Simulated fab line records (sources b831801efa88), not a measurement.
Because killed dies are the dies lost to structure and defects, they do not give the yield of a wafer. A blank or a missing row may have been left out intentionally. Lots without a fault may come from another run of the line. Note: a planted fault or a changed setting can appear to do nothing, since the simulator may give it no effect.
Which tool was responsible?	flow gf180mcu	36 wafers sampled from 12 lots at 1 step of a route of 602

WHAT EACH GAUGE READ, for each wafer
GF_M2_RS_MEAS_05: measurement is done with a four-point probe.
lot	measured	on	M2_ALCU_RS (ohm/sq)
L075	day 18 22:25	film-metro-03	0.0717 0.0700 0.0703
L077	day 19 13:47	film-metro-04	0.0692 0.0696 0.0696
L079	day 20 10:12	film-metro-04	0.0679 0.0694 0.0688
L081	day 20 23:18	film-metro-02	0.0682 0.0690 0.0690
L083	day 21 13:04	film-metro-02	0.0696 0.0707 0.0713
L085	day 22 05:50	film-metro-02	0.0699 0.0699 0.0683
L087	day 23 06:25	film-metro-03	0.0693 0.0695 0.0703
L089	day 23 18:55	film-metro-02	0.0684 0.0684 0.0688
L091	day 24 08:41	film-metro-02	0.0693 0.0684 0.0692
L093	day 25 01:17	film-metro-02	0.0714 0.0714 0.0714
L095	day 25 14:45	film-metro-03	0.0704 0.0703 0.0697
L097	day 26 01:49	film-metro-03	0.0680 0.0675 0.0677

EACH LOT AND THE TOOL THAT RAN IT (in order: tool; ch and the chambers of the sampled wafers; start)
No process step before these readings appears in the record.

THE ANSWER, worked out from the rows above alone
Rule: usual is defined by the lots themselves. Put in order of their means at a reading, lots are off if they are a third of the lots or fewer, leave a main group of 4 or more, and stand apart from it by a gap of 3 or more times the standard deviation of the main group's means; of several such gaps the widest counts. The tables above print the reading to a certain number of digits; a main group whose means all agree to those digits is not used. Also off: a lot with no number at a reading for which 4 or more lots have one. Any other lot the step has rows for is counted as sound.
None of the lots is off at any reading shown; this tells nothing.

WHAT THE SIMULATOR PUT IN
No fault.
